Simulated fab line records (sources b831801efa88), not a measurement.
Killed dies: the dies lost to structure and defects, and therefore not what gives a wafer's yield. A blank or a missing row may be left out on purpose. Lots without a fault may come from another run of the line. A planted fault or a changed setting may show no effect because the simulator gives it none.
Code-filled problem report in 8D (eight disciplines) form | flow gf180mcu | the parts of the form that need people (team, actions taken, sign-off) are left out

== 1. WHAT IS WRONG ==
Wafers free of any fault read 850 nm (standard deviation 15) for V2_CVD_02_THK at GF_V2_THK_MEAS_03, against a mean of 775 nm on 2 wafers of 2 lots. Measured from the usual mean, that is -5.0 standard deviations.
First observed at day 22 07:04: wafer L497.2, on film-metro-04. The record has a number at this step for 33 wafers belonging to 11 lots. Rule for "out", or "out of limits": more than 4 standard deviations from the usual mean. Any other wafer with a number is counted as sound.

== 2. WHAT IT IS AND WHAT IT IS NOT ==
question                    | is                | is not
which readings at this step | V2_CVD_02_THK     | -
which lots                  | L497, L498        | L489, L490, L491, L493, L495, L506, L508, L510, L511
which wafers of those lots  | L497.2, L498.1    | L497.1, L497.3, L498.2, L498.3
read on which gauges        | film-metro-04     | film-metro-01, film-metro-03
when                        | from day 22 07:04 | up to then (17 sound wafers); but 14 sound wafers of L498, L506, L508, L510, L511 came after

== 3. WHAT RULES OUT EACH SUSPECT ==
Counting: a tool at a process step up to the reading stays a suspect if it ran every lot that is out. Sound lots after the first of them don't rule it out here, since some wafers of a struck lot are sound.
- the gauge at GF_V2_THK_MEAS_03: kept. All the wafers that are out were read on film-metro-04, and no step on other tools shows them out.
- pecvd-03 at GF_V2_CVD_02 (deposits SiO2 from TEOS, target thk 850 nm, time 94.851 s): kept. Every lot that is out went through it, the first being L497 (day 22 06:59); the last sound lot it ran before that was L495 (day 21 12:11).
- At GF_V2_CVD_02, inside pecvd-03: chamber 1 took the wafers that are out, while their sound lot-mates went through chambers 0, 2.
The count leaves film-metro-04 at GF_V2_THK_MEAS_03 and pecvd-03 at GF_V2_CVD_02.

== 4. THE CAUSE (what the simulator had put in) ==
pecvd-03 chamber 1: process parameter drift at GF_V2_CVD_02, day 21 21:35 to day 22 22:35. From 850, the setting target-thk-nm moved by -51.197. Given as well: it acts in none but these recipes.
2 suspects survive the count, and this tool is in that group.

== 5. SEQUENCE OF EFFECTS, ordered by route ==
Rows list readings where the struck wafers' mean (over those with a number) sits beyond 3 standard deviations from the usual. Readings are gone through only where the record gives a usual standard deviation; hours: the median, over the lots, of the time from a lot's start at the first step in this table giving one to that lot's start at this step; sigmas: the change measured in usual standard deviations.
hours | step              | reading            | usual  | on struck wafers | change | sigmas
0     | GF_V2_THK_MEAS_03 | V2_CVD_02_THK      | 850 nm | 775              | -75    | -5.0
0     | GF_V2_CMP_04      | time-to-endpoint-s | 80 s   | 56               | -24    | -3.6
Here are the process steps it includes:
- GF_V2_CMP_04: polishes SiO2.

== 6. WHAT WOULD HAVE CAUGHT IT SOONER ==
Counted from the fault's start at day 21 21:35, it took 9 hours until the first out-of-limits reading at a measuring or inspecting step in this record, taken at day 22 07:04.
An alarm limit of 4 standard deviations would not have fired on the tool readings at GF_V2_CVD_02 for which the record gives a usual standard deviation, since none of them was out on any struck wafer.
Lots out: 2; of these, L498 started GF_V2_CVD_02 on pecvd-03 after day 22 07:04. Had the tool been put on hold then, it would have been spared.
